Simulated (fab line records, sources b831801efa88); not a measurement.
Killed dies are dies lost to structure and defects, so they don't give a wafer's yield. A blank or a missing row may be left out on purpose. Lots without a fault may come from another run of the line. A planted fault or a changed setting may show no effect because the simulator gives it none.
Which tool did it? | flow sky130 | 24 lots, 72 wafers sampled, at 6 steps of a route of 708

WHAT THE GAUGES READ, wafer by wafer
SKY_SD_N_OVL_MEAS_08. Usual: SD_N_OVL -0.8 nm, standard deviation 1.8.
lot  | measured     | on         | SD_N_OVL (nm)  | flag
L074 | day 28 05:19 | overlay-01 | 1.5 1.2 1.7    |
L075 | day 28 05:25 | overlay-01 | -1.3 -0.3 -1.8 |
L076 | day 28 19:03 | overlay-02 | -3.5 -4.7 -1.2 |
L077 | day 29 01:01 | overlay-02 | -1.5 -0.7 -0.2 |
L078 | day 29 07:48 | overlay-02 | -3.6 -3.5 -2.2 |
L079 | day 29 11:55 | overlay-01 | 2.9 2.3 -0.7   |
L080 | day 30 11:49 | overlay-01 | -2.7 -3.2 -2.6 |
L082 | day 30 12:31 | overlay-02 | -2.1 -1.1 0.1  |
L081 | day 30 14:25 | overlay-02 | -2.0 -2.8 -2.4 |
L083 | day 31 06:13 | overlay-01 | -0.3 -2.1 -1.3 |
L085 | day 31 13:19 | overlay-01 | -0.5 -0.7 0.0  |
L084 | day 31 14:40 | overlay-01 | 0.3 -1.4 1.1   |
L086 | day 31 18:06 | overlay-02 | 1.0 0.0 1.1    |
L087 | day 32 12:48 | overlay-02 | -1.9 -0.6 -2.3 |
L088 | day 32 14:04 | overlay-02 | -0.1 -2.1 -3.1 |
L089 | day 32 21:21 | overlay-01 | 0.6 -0.6 1.1   |
L090 | day 33 11:01 | overlay-01 | 2.8 -0.5 0.8   |
L091 | day 33 14:22 | overlay-01 | -1.5 0.1 -1.6  |
L092 | day 33 22:25 | overlay-02 | -2.8 -3.4 -3.0 |
L093 | day 34 14:54 | overlay-02 | -0.8 -2.6 -0.7 |
L094 | day 34 16:13 | overlay-02 | 1.2 -1.6 -0.2  |
L095 | day 34 20:46 | overlay-01 | 2.8 0.9 0.2    |
L096 | day 34 22:37 | overlay-02 | -1.9 -4.0 -3.9 |
L097 | day 35 18:52 | overlay-01 | -2.7 1.1 1.0   |

SKY_METAL4_CD_MEAS_13: target cd 300 nm. Usual: cd_nm 299.7 nm, standard deviation 1.4.
lot  | measured     | on        | cd_nm (nm)        | flag
L074 | day 42 03:49 | cd_sem-02 | 298.5 300.0 298.3 |
L075 | day 42 06:02 | cd_sem-02 | 297.4 298.8 298.7 |
L076 | day 42 12:44 | cd_sem-02 | 299.9 301.7 301.7 |
L077 | day 42 19:39 | cd_sem-01 | 301.4 298.9 299.7 |
L078 | day 43 01:14 | cd_sem-02 | 300.2 299.6 299.6 |
L079 | day 43 01:37 | cd_sem-01 | 299.5 297.9 299.6 |
L080 | day 43 23:31 | cd_sem-01 | 300.7 299.5 299.8 |
L082 | day 44 01:20 | cd_sem-01 | 298.7 297.0 297.9 |
L081 | day 44 02:05 | cd_sem-02 | 302.0 301.9 303.0 |
L083 | day 44 13:46 | cd_sem-02 | 300.7 299.8 299.8 |
L085 | day 44 20:00 | cd_sem-01 | 302.2 301.9 303.2 |
L084 | day 44 21:32 | cd_sem-02 | 298.6 299.7 299.1 |
L086 | day 45 00:32 | cd_sem-01 | 299.9 297.7 297.7 |
L087 | day 45 15:44 | cd_sem-01 | 298.2 298.1 298.5 |
L088 | day 45 16:01 | cd_sem-02 | 301.5 300.1 301.7 |
L089 | day 45 21:59 | cd_sem-01 | 301.4 302.9 299.7 |
L090 | day 46 07:22 | cd_sem-02 | 300.8 300.5 299.4 |
L091 | day 46 09:41 | cd_sem-02 | 298.8 299.4 299.1 |
L092 | day 46 16:20 | cd_sem-02 | 299.2 299.9 300.3 |
L093 | day 47 06:14 | cd_sem-01 | 297.4 298.8 299.0 |
L094 | day 47 07:28 | cd_sem-01 | 300.1 301.1 300.1 |
L095 | day 47 08:58 | cd_sem-02 | 298.8 299.9 298.7 |
L096 | day 47 12:50 | cd_sem-02 | 299.7 301.0 299.4 |
L097 | day 48 01:53 | cd_sem-01 | 299.4 299.2 299.4 |

WHICH TOOL RAN EACH LOT (tool, then ch and the chambers of the sampled wafers, then the start)
lot  | SKY_METAL3_SPUTTER_02        | SKY_VIA3_STRIP_16                    | SKY_METAL4_SPUTTER_04        | SKY_CAP2M_CVD_00
L074 | pvd_sputter-04, day 36 16:40 | plasma_asher-02 ch 0,1, day 40 01:56 | pvd_sputter-04, day 40 03:17 | pecvd-02 ch 0,2, day 40 03:20
L075 | pvd_sputter-01, day 36 19:12 | plasma_asher-04 ch 0,1, day 40 03:35 | pvd_sputter-04, day 40 04:59 | pecvd-01 ch 1,2, day 40 05:02
L076 | pvd_sputter-04, day 37 03:16 | plasma_asher-04 ch 0,1, day 40 10:56 | pvd_sputter-04, day 40 12:41 | pecvd-03 ch 0,1, day 40 12:44
L077 | pvd_sputter-02, day 37 10:53 | plasma_asher-01 ch 0,1, day 40 16:59 | pvd_sputter-01, day 40 18:23 | pecvd-01 ch 1,2, day 40 18:26
L078 | pvd_sputter-01, day 37 18:31 | plasma_asher-04 ch 0,1, day 41 00:26 | pvd_sputter-04, day 41 01:47 | pecvd-03 ch 0,1,2, day 41 01:50
L079 | pvd_sputter-01, day 37 19:50 | plasma_asher-02 ch 0,1, day 41 00:49 | pvd_sputter-03, day 41 02:10 | pecvd-02 ch 0,1,2, day 41 02:13
L080 | pvd_sputter-04, day 38 18:39 | plasma_asher-04 ch 0,1, day 41 22:53 | pvd_sputter-04, day 42 00:16 | pecvd-02 ch 0,1, day 42 00:19
L082 | pvd_sputter-02, day 38 21:34 | plasma_asher-01 ch 0,1, day 42 00:23 | pvd_sputter-04, day 42 01:53 | pecvd-03 ch 0,1, day 42 01:56
L081 | pvd_sputter-01, day 38 21:41 | plasma_asher-02 ch 0, day 42 00:42   | pvd_sputter-03, day 42 02:11 | pecvd-01 ch 0,1,2, day 42 02:14
L083 | pvd_sputter-02, day 39 10:41 | plasma_asher-02 ch 0,1, day 42 13:28 | pvd_sputter-03, day 42 14:48 | pecvd-01 ch 0,2, day 42 14:51
L085 | pvd_sputter-01, day 39 18:47 | plasma_asher-04 ch 0,1, day 42 21:03 | pvd_sputter-04, day 42 22:25 | pecvd-01 ch 0,1,2, day 42 22:28
L084 | pvd_sputter-01, day 39 19:47 | plasma_asher-02 ch 0,1, day 42 22:48 | pvd_sputter-03, day 43 00:11 | pecvd-03 ch 0,2, day 43 00:14
L086 | pvd_sputter-02, day 39 23:11 | plasma_asher-04 ch 0,1, day 43 01:17 | pvd_sputter-03, day 43 02:38 | pecvd-02 ch 0,1,2, day 43 02:41
L087 | pvd_sputter-01, day 40 15:48 | plasma_asher-04 ch 1, day 43 17:15   | pvd_sputter-01, day 43 18:37 | pecvd-01 ch 0,1,2, day 43 18:40
L088 | pvd_sputter-02, day 40 16:43 | plasma_asher-02 ch 0,1, day 43 18:16 | pvd_sputter-01, day 43 19:35 | pecvd-02 ch 0,2, day 43 19:38
L089 | pvd_sputter-01, day 40 23:12 | plasma_asher-04 ch 0,1, day 43 23:47 | pvd_sputter-03, day 44 01:10 | pecvd-01 ch 1,2, day 44 01:13
L090 | pvd_sputter-01, day 41 10:43 | plasma_asher-04 ch 0,1, day 44 10:24 | pvd_sputter-03, day 44 11:46 | pecvd-03 ch 0,1, day 44 11:49
L091 | pvd_sputter-02, day 41 13:46 | plasma_asher-01 ch 0,1, day 44 12:44 | pvd_sputter-04, day 44 14:06 | pecvd-01 ch 0,1, day 44 14:09
L092 | pvd_sputter-02, day 41 20:39 | plasma_asher-04 ch 0,1, day 44 20:48 | pvd_sputter-04, day 44 22:12 | pecvd-03 ch 0,2, day 44 22:15
L093 | pvd_sputter-02, day 42 12:42 | plasma_asher-01 ch 0,1, day 45 10:23 | pvd_sputter-04, day 45 11:47 | pecvd-03 ch 0,1, day 45 11:50
L094 | pvd_sputter-02, day 42 13:58 | plasma_asher-04 ch 0,1, day 45 11:23 | pvd_sputter-01, day 45 12:47 | pecvd-01 ch 0,2, day 45 12:50
L095 | pvd_sputter-01, day 42 16:16 | plasma_asher-01 ch 0,1, day 45 13:27 | pvd_sputter-04, day 45 14:51 | pecvd-02 ch 0,1, day 45 14:54
L096 | pvd_sputter-04, day 42 21:41 | plasma_asher-01 ch 0,1, day 45 18:59 | pvd_sputter-04, day 45 20:19 | pecvd-03 ch 1,2, day 45 20:22
L097 | pvd_sputter-01, day 43 11:56 | plasma_asher-02 ch 0,1, day 46 07:33 | pvd_sputter-04, day 46 09:07 | pecvd-03 ch 0,2, day 46 09:13
- SKY_METAL3_SPUTTER_02: material AlCu, target thk 735 nm, time 37.31 s.
- SKY_VIA3_STRIP_16: strips in O2/N2.
- SKY_METAL4_SPUTTER_04: material TiN, target thk 70 nm, time 58.3 s.
- SKY_CAP2M_CVD_00: deposits SiO2, target thk 15.5 nm.

WHAT THE TOOLS THEMSELVES READ (means of the sampled wafers that have a number; where no wafer has one, the mark that the record gives instead)
SKY_METAL3_SPUTTER_02. Usual: throttle_valve_pct 30.5 %, standard deviation 1.4.
lot  | tool           | throttle_valve_pct (%) | flag
L074 | pvd_sputter-04 | 29.9                   |
L075 | pvd_sputter-01 | 31.4                   |
L076 | pvd_sputter-04 | 31.0                   |
L077 | pvd_sputter-02 | 29.4                   |
L078 | pvd_sputter-01 | 31.2                   |
L079 | pvd_sputter-01 | 31.2                   |
L080 | pvd_sputter-04 | 30.8                   |
L082 | pvd_sputter-02 | 29.9                   |
L081 | pvd_sputter-01 | 30.5                   |
L083 | pvd_sputter-02 | 29.8                   |
L085 | pvd_sputter-01 | 31.3                   |
L084 | pvd_sputter-01 | 31.3                   |
L086 | pvd_sputter-02 | 29.4                   |
L087 | pvd_sputter-01 | 31.8                   |
L088 | pvd_sputter-02 | 30.2                   |
L089 | pvd_sputter-01 | 32.0                   |
L090 | pvd_sputter-01 | 31.2                   |
L091 | pvd_sputter-02 | 29.7                   |
L092 | pvd_sputter-02 | 29.4                   |
L093 | pvd_sputter-02 | 29.8                   |
L094 | pvd_sputter-02 | 28.9                   |
L095 | pvd_sputter-01 | 31.4                   |
L096 | pvd_sputter-04 | 31.0                   |
L097 | pvd_sputter-01 | 31.4                   |

SKY_VIA3_STRIP_16. Usual: drypump_motor_current_A 5.8 A, standard deviation 0.44; oes_product_au 0.403 a.u., standard deviation 0.005; strip_time_to_endpoint_s 4.148 s, standard deviation 0.03.
lot  | tool            | drypump_motor_current_A (A) | oes_product_au (a.u.) | strip_time_to_endpoint_s (s) | flag
L074 | plasma_asher-02 | 6.4                         | 0.405                 | 4.196                        |
L075 | plasma_asher-04 | 5.5                         | 0.403                 | 4.186                        |
L076 | plasma_asher-04 | 5.5                         | 0.407                 | 4.152                        |
L077 | plasma_asher-01 | 6.0                         | 0.404                 | 4.172                        |
L078 | plasma_asher-04 | 5.4                         | 0.399                 | 4.119                        |
L079 | plasma_asher-02 | 6.3                         | 0.400                 | 4.131                        |
L080 | plasma_asher-04 | 5.4                         | 0.407                 | 4.175                        |
L082 | plasma_asher-01 | 6.0                         | 0.399                 | 4.116                        |
L081 | plasma_asher-02 | 6.3                         | 0.407                 | 4.158                        |
L083 | plasma_asher-02 | 6.4                         | 0.400                 | 4.110                        |
L085 | plasma_asher-04 | 5.5                         | 0.401                 | 4.135                        |
L084 | plasma_asher-02 | 6.5                         | 0.408                 | 4.176                        |
L086 | plasma_asher-04 | 5.5                         | 0.403                 | 4.124                        |
L087 | plasma_asher-04 | 5.7                         | 0.406                 | 4.161                        |
L088 | plasma_asher-02 | 6.5                         | 0.404                 | 4.100                        |
L089 | plasma_asher-04 | 5.5                         | 0.401                 | 4.146                        |
L090 | plasma_asher-04 | 5.4                         | 0.404                 | 4.137                        |
L091 | plasma_asher-01 | 5.8                         | 0.400                 | 4.139                        |
L092 | plasma_asher-04 | 5.5                         | 0.403                 | 4.158                        |
L093 | plasma_asher-01 | 5.8                         | 0.400                 | 4.147                        |
L094 | plasma_asher-04 | 5.4                         | 0.404                 | 4.129                        |
L095 | plasma_asher-01 | 6.0                         | 0.406                 | 4.122                        |
L096 | plasma_asher-01 | 5.8                         | 0.406                 | 4.221                        |
L097 | plasma_asher-02 | 6.4                         | 0.399                 | 4.156                        |

SKY_METAL4_SPUTTER_04. Usual: throttle_valve_pct 30.1 %, standard deviation 1.4.
lot  | tool           | throttle_valve_pct (%) | flag
L074 | pvd_sputter-04 | 30.0                   |
L075 | pvd_sputter-04 | 30.8                   |
L076 | pvd_sputter-04 | 29.2                   |
L077 | pvd_sputter-01 | 32.0                   |
L078 | pvd_sputter-04 | 29.6                   |
L079 | pvd_sputter-03 | 29.1                   |
L080 | pvd_sputter-04 | 29.9                   |
L082 | pvd_sputter-04 | 30.7                   |
L081 | pvd_sputter-03 | 29.7                   |
L083 | pvd_sputter-03 | 29.4                   |
L085 | pvd_sputter-04 | 29.8                   |
L084 | pvd_sputter-03 | 29.3                   |
L086 | pvd_sputter-03 | 29.6                   |
L087 | pvd_sputter-01 | 31.2                   |
L088 | pvd_sputter-01 | 31.5                   |
L089 | pvd_sputter-03 | 29.4                   |
L090 | pvd_sputter-03 | 29.5                   |
L091 | pvd_sputter-04 | 29.6                   |
L092 | pvd_sputter-04 | 30.8                   |
L093 | pvd_sputter-04 | 30.3                   |
L094 | pvd_sputter-01 | 31.5                   |
L095 | pvd_sputter-04 | 31.1                   |
L096 | pvd_sputter-04 | 31.0                   |
L097 | pvd_sputter-04 | 29.9                   |

SKY_CAP2M_CVD_00. Usual: heater_power_w 710 W, standard deviation 85.
lot  | tool     | heater_power_w (W) | flag
L074 | pecvd-02 | 651                |
L075 | pecvd-01 | 756                |
L076 | pecvd-03 | 793                |
L077 | pecvd-01 | 784                |
L078 | pecvd-03 | 719                |
L079 | pecvd-02 | 612                |
L080 | pecvd-02 | 608                |
L082 | pecvd-03 | 779                |
L081 | pecvd-01 | 779                |
L083 | pecvd-01 | 771                |
L085 | pecvd-01 | 747                |
L084 | pecvd-03 | 728                |
L086 | pecvd-02 | 585                |
L087 | pecvd-01 | 746                |
L088 | pecvd-02 | 569                |
L089 | pecvd-01 | 747                |
L090 | pecvd-03 | 775                |
L091 | pecvd-01 | 777                |
L092 | pecvd-03 | 700                |
L093 | pecvd-03 | 779                |
L094 | pecvd-01 | 771                |
L095 | pecvd-02 | 622                |
L096 | pecvd-03 | 734                |
L097 | pecvd-03 | 695                |

THE ANSWER, worked out from the rows above alone
Rule: a lot is off if the mean of its wafers that have a number lies more than 3 standard deviations from the usual mean. A lot without any number at a reading at which 4 lots or more have one is off too. The other lots that the step has rows for count as sound. The gauges are gone through in route order, then the tools' own readings, and for those a lot's mean is taken as printed above. The first step at which some lot is off is used, and at that step the reading that is off furthest; a lot without a number counts as furthest.
No lot is off at any reading shown: from this, nothing can be told.

WHAT THE SIMULATOR HAD PUT IN
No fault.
